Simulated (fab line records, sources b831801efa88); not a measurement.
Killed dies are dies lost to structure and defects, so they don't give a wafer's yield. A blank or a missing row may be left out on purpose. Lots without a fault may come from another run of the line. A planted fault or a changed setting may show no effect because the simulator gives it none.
Which tool did it? | flow gf180mcu | 6 lots, 18 wafers sampled, at 2 steps of a route of 602

WHAT THE GAUGES READ, wafer by wafer
GF_TOP_METAL_OVL_MEAS_15.
lot  | measured     | on         | TOP_METAL_OVL (nm)
L579 | day 29 11:49 | overlay-01 | 1.9 0.8 2.6
L582 | day 30 11:27 | overlay-01 | 0.5 3.5 2.6
L588 | day 32 07:49 | overlay-01 | 0.9 0.1 1.3
L590 | day 32 17:43 | overlay-02 | -0.3 0.7 -0.3
L593 | day 33 12:04 | overlay-02 | 0.1 3.0 0.1
L595 | day 33 22:22 | overlay-01 | -1.0 0.7 0.3

WHICH TOOL RAN EACH LOT (tool, then ch and the chambers of the sampled wafers, then the start)
lot  | GF_V3_CMP_26
L579 | cmp-01 ch 1,2,3, day 24 01:30
L582 | cmp-02 ch 1,2,3, day 25 06:35
L588 | cmp-01 ch 0,3, day 27 09:49
L590 | cmp-02 ch 1,2,3, day 27 20:28
L593 | cmp-02 ch 0,2, day 28 19:43
L595 | cmp-02 ch 0,1,2, day 29 08:31
- GF_V3_CMP_26: polishes, stops on SiO2, t overpolish 15 s, target thk 0 nm.

THE ANSWER, worked out from the rows above alone
Rule: what is usual is taken from the lots themselves. Put in order of their means at a reading, lots are off if they are a third of the lots or fewer, leave a main group of 4 or more, and stand apart from it by a gap of 3 or more times the standard deviation of the main group's means; of several such gaps the widest counts. A main group whose means are all the same, to the digits that the tables above print for the reading, isn't used. A lot without any number at a reading at which 4 lots or more have one is off too. The other lots that the step has rows for count as sound.
No lot is off at any reading shown: from this, nothing can be told.

WHAT THE SIMULATOR HAD PUT IN
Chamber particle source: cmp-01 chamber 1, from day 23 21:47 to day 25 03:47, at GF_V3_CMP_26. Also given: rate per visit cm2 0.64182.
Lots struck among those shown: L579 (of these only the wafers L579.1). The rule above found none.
